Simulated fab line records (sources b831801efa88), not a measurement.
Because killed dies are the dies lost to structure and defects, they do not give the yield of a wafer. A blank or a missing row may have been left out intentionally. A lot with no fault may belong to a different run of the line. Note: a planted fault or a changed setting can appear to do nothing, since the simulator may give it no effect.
Which tool is to blame?	flow gf180mcu	18 wafers from 6 lots sampled at 3 of the route's 602 steps

WHAT THE GAUGES READ, wafer by wafer
GF_CONTACT_RS_MEAS_25: uses a four-point probe to measure.
lot	measured	on	CONTACT_W_RS (ohm/sq)
L617	day 16 00:35	film metro-03	0.385 0.386 0.382
L622	day 18 06:37	film metro-03	0.376 0.389 0.612
L632	day 22 10:35	film metro-01	0.379 0.382 0.385
L635	day 23 07:52	film metro-01	0.387 0.379 0.385
L637	day 23 22:20	film metro-03	0.387 0.389 0.390
L639	day 24 12:10	film metro-04	0.378 0.383 0.384

EACH LOT AND THE TOOL THAT RAN IT (in order: tool; ch and the chambers of the sampled wafers; start)
lot	GF_CONTACT_CVD_02	GF_CONTACT_CVD_24
L617	pecvd-02 ch 1,2, day 15 01:50	cvd w-01 ch 0,1, day 16 00:28
L622	pecvd-01 ch 0,1, day 17 06:00	cvd w-02 ch 0,1, day 18 06:31
L632	pecvd-02 ch 0,1, day 21 09:13	cvd w-02 ch 0,1, day 22 10:28
L635	pecvd-01 ch 0,1,2, day 22 06:59	cvd w-01 ch 0,1, day 23 07:44
L637	pecvd-03 ch 1,2, day 22 21:55	cvd w-01 ch 0,1, day 23 22:13
L639	pecvd-02 ch 1,2, day 23 12:31	cvd w-01 ch 0, day 24 12:02
- GF_CONTACT_CVD_02: deposits SiO2 from TEOS, target thk 860 nm, time 95.992 s.
- GF_CONTACT_CVD_24: deposits W, target thk 300 nm, time 90.339 s.

THE ANSWER, worked out from the rows above alone
Rule: what is usual is taken from the lots themselves. Put in order of their means at a reading, lots are off if they are a third of the lots or fewer, leave a main group of 4 or more, and stand apart from it by a gap of 3 or more times the standard deviation of the main group's means; of several such gaps the widest counts. Not used: any main group whose means are identical at the precision the tables above print for the reading. Also off: a lot with no number at a reading for which 4 or more lots have one. The other lots that the step has rows for count as sound.
Off: at GF_CONTACT_RS_MEAS_25 (CONTACT_W_RS), L622. Mean 0.384 ohm/sq and standard deviation 0.0025 in the main group.
If a tool, at a process step before that reading, ran all the lots that are off and no sound lot after the first of them, it fits. Those tools and the gauges at GF_CONTACT_RS_MEAS_25 are tried in the same way. Of those tried, none fits.

WHAT WAS PUT IN BY THE SIMULATOR
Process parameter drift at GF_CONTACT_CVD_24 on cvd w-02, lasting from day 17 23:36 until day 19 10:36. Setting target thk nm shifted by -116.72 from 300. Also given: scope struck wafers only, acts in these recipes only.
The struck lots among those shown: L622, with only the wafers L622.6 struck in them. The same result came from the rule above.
